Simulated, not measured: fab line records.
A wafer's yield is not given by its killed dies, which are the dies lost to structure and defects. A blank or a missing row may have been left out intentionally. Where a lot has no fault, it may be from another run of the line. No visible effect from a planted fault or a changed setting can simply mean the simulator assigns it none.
Comparing a struck lot with a sound one	flow gf180mcu	14 out of 602 route steps
Sound: wafers L403.1, L403.3, L403.4. Wafers struck: L401.1, L401.2, L401.6. Last of all comes the cause.
Order at every step that has rows: each side's tool, ch and its chambers, its first start. Under that, the readings that differ: sound wafers	struck wafers	difference of the means	sigmas: that difference in standard deviations of wafers without a fault.
alike: a reading whose means differ by less than 2 such deviations, as well as words and numbers matching on both sides. not compared: withheld readings; readings where some wafer has no value; bounds like >300 that might hide an equal value; numbers whose values overlap and for which the record gives no deviation.
A row with sigmas, a row that says differs or no value, or rows on one side alone: a step with any of these is where the two part. When numbers do not overlap yet have no deviation, they are printed without sigmas and do not part them. A reading missing from all wafers of one side parts the sides only when that side holds two or more wafers.

first, 2 steps without rows for these wafers: GF_M3_CLEAN_19 (cleans in DIW); GF_V3_CVD_00 (deposits SiO2, target thk 600 nm, time 100 s).
GF_V3_THK_MEAS_01:
  struck on film-metro-03, day 22 12:52; sound on film-metro-04, day 23 10:14
  alike: V3_CVD_00_THK
GF_V3_CVD_02: deposits SiO2 from TEOS, target thk 850 nm, time 94.851 s.
  sound on pecvd-03 ch 0,1, day 23 10:17; struck on pecvd-02 ch 0,2, day 22 12:56
  alike: heater-power-w
GF_V3_THK_MEAS_03:
  struck on film-metro-04, day 22 13:00; sound on film-metro-03, day 23 10:21
  alike: V3_CVD_02_THK
GF_V3_CMP_04: polishes SiO2.
  sound on cmp-02 ch 0,1,3, day 23 10:25; struck on cmp-02 ch 2,3, day 22 13:04
  alike: edge-zone-pressure-frac, motor-current-A, time-to-endpoint-s
GF_V3_BOW_MEAS_05:
  struck on film-metro-02, day 22 13:22; sound on film-metro-03, day 23 10:43
  alike: V3_BOW
then, 5 steps without rows for these wafers: GF_V3_DEHYDRATE_06 (time 60 s); GF_V3_HMDS_07 (prime time 60 s); GF_V3_COAT_08; GF_V3_COAT_09 (resist thk 1000 nm); GF_V3_SOFTBAKE_10 (time 60 s).
GF_V3_EXPOSE_11: exposes mask Via3, target cd 260 nm.
  sound on krf-scanner-02 ch 0, day 23 22:48; struck on krf-scanner-02, day 23 01:25
  no value came back on the struck wafers for exposure-dose-mJ-cm2, focus-offset-nm (nm); on the sound wafers exposure-dose-mJ-cm2 reads 37.95 37.91 37.95
  alike: mask
then, 1 step without rows for these wafers: GF_V3_PEB_12 (peb time 90 s).

## WHERE THEY PART
GF_V3_EXPOSE_11 only, going by this record.

WHY: whatever the simulator had introduced
Step skipped in full: krf-scanner-02, at GF_V3_EXPOSE_11, from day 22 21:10 onward. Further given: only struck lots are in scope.
